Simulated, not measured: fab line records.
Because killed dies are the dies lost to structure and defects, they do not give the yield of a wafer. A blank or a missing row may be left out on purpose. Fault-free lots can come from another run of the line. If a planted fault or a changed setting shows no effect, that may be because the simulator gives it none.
Matching of chambers :: flow sky130 :: SKY_VIA2_ETCH_15 on rie_diel-01 has 4 sister chambers
The step etches SiO2 in C4F8/O2/Ar, stops on TiN, target depth 546 nm, time 84 s. 4 wafers are shown with their chamber, then 8 later ones without.

== WAFERS, EACH WITH ITS CHAMBER ==
wafer: L510.1
chamber: 3
bias_w (W): 1197

wafer: L519.3
chamber: 2
bias_w (W): 1205

wafer: L519.5
chamber: 0
bias_w (W): 1202

wafer: L520.2
chamber: 1
bias_w (W): 1191

== WAFERS MISSING THEIR CHAMBER ==
wafer: L520.4
bias_w (W): 1200

wafer: L520.5
bias_w (W): 1205

wafer: L527.2
bias_w (W): 1201

wafer: L527.5
bias_w (W): 1200

wafer: L527.6
bias_w (W): 1206

wafer: L528.1
bias_w (W): 1191

wafer: L528.3
bias_w (W): 1196

wafer: L528.5
bias_w (W): 1204

== WHICH CHAMBER EACH ONE RAN IN ==
wafer: L520.4
from the rows above: can't be placed: 0 or 3
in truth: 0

wafer: L520.5
from the rows above: 2
in truth: 2

wafer: L527.2
from the rows above: 0
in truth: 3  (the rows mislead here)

wafer: L527.5
from the rows above: can't be placed: 0 or 3
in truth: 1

wafer: L527.6
from the rows above: 2
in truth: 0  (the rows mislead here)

wafer: L528.1
from the rows above: 1
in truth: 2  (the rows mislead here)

wafer: L528.3
from the rows above: 3
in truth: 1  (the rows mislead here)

wafer: L528.5
from the rows above: can't be placed: 2 or 0
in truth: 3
1 of 8 placed correctly. Cannot be placed on the basis of these rows: 3; the candidates contain the true chamber in 1. Number placed wrongly: 4.
How it was worked out, from the rows above alone: a wafer's distance from a chamber is the root of the sum, over the readings, of the square of ((its reading less the chamber's mean) divided by the reading's scatter). If the next closest chamber is less than 2 further off than the closest, the wafer can't be placed; otherwise it belongs to the closest. Each chamber's mean is taken over the wafers shown for it. The scatter (one wafer shown for each chamber): square how far every hidden wafer sits from the nearest shown wafer, average those squares and take the square root.
